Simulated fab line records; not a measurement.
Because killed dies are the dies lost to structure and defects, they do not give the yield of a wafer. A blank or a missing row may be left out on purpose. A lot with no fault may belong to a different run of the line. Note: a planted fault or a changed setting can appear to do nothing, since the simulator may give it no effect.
The same fault as seen by 2 desks -- flow sfq line -- each desk has only its own numbers; what lay behind them comes last

## DESK OF THE TOOL OWNER: rie metal-04
The tool's own readings at SFQ_TRILAYER_M7_ETCH_METAL_ETCH_180 (etches Nb in Cl2/Ar, stops on SiO2, target depth 240 nm, time 120 s): means of the sampled wafers that have a number, for each lot that ran on this tool. The brackets show how far a lot's mean lies from the usual mean; more than 4 standard deviations puts the lot out of limits, marked OUT.
Columns: A = drypump motor current A at SFQ_TRILAYER_M7_ETCH_METAL_ETCH_180, usual 6.2 A; B = oes product au at SFQ_TRILAYER_M7_ETCH_METAL_ETCH_180, usual 0.896 a.u.
lot,first seen here,A,B
L279,day 79 20:28,6.5,0.901
L285,day 81 17:53,6.5,0.867 (-4.0) OUT
L288,day 81 22:41,6.5,0.880
This desk's finding: out of limits on L285; first on L285, day 81 17:53 (oes product au at SFQ_TRILAYER_M7_ETCH_METAL_ETCH_180). L279, L288 stayed within limits.

## AT THE METROLOGY DESK
What the gauges read for every lot (on any tool): the sampled wafers with a number, averaged. The brackets show how far a lot's mean lies from the usual mean; more than 4 standard deviations puts the lot out of limits, marked OUT.
Columns: A = M7_NB_RS at SFQ_M7_RS_MEAS_943, usual 0.885 ohm/sq; B = M7_OVL at SFQ_M7_OVL_MEAS_945, usual 1 nm; C = I7_BOW at SFQ_I7_BOW_MEAS_946, usual 8 um; D = I7_OVL at SFQ_I7_OVL_MEAS_947, usual 2 nm; E = M8_OVL at SFQ_M8_OVL_MEAS_948, usual 2 nm; F = M8_AU_RS at SFQ_M8_RS_MEAS_949, usual 0.1535 ohm/sq; G = M8_BOW at SFQ_M8_BOW_MEAS_951, usual 9 um
lot,first seen here,A,B,C,D,E,F,G
L279,day 78 16:44,0.871,4,2,10,3,0.1563,3
L285,day 81 14:47,0.887,-4,-14,8,2,0.1543,-11
L286,day 81 16:07,0.893,-5,10,3,2,0.1533,11
L288,day 81 19:32,0.886,-7,13,1,7,0.1544,13
L292,day 82 01:34,0.884,-3,2,0,4,0.1552,2
L293,day 83 15:59,0.882,5,19,-2,-5,0.1537,20
This desk's finding: nothing out of limits on any of the 6 lots.

## TAKEN TOGETHER
An alarm could have come from the tool owner's desk at day 81 17:53, on L285.
From the metrology desk's view, nothing was out of limits.
The metrology desk has L285 on record, within its limits.
Every lot named ran SFQ_TRILAYER_M7_ETCH_METAL_ETCH_180 on rie metal-04.

## WHAT THE SIMULATOR HAD INSERTED
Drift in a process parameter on rie metal-04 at SFQ_TRILAYER_M7_ETCH_METAL_ETCH_180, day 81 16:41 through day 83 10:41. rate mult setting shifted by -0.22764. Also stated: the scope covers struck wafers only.
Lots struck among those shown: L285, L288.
Delay in hours, fault start to first out-of-limits reading, by desk: the tool owner's desk at 1.
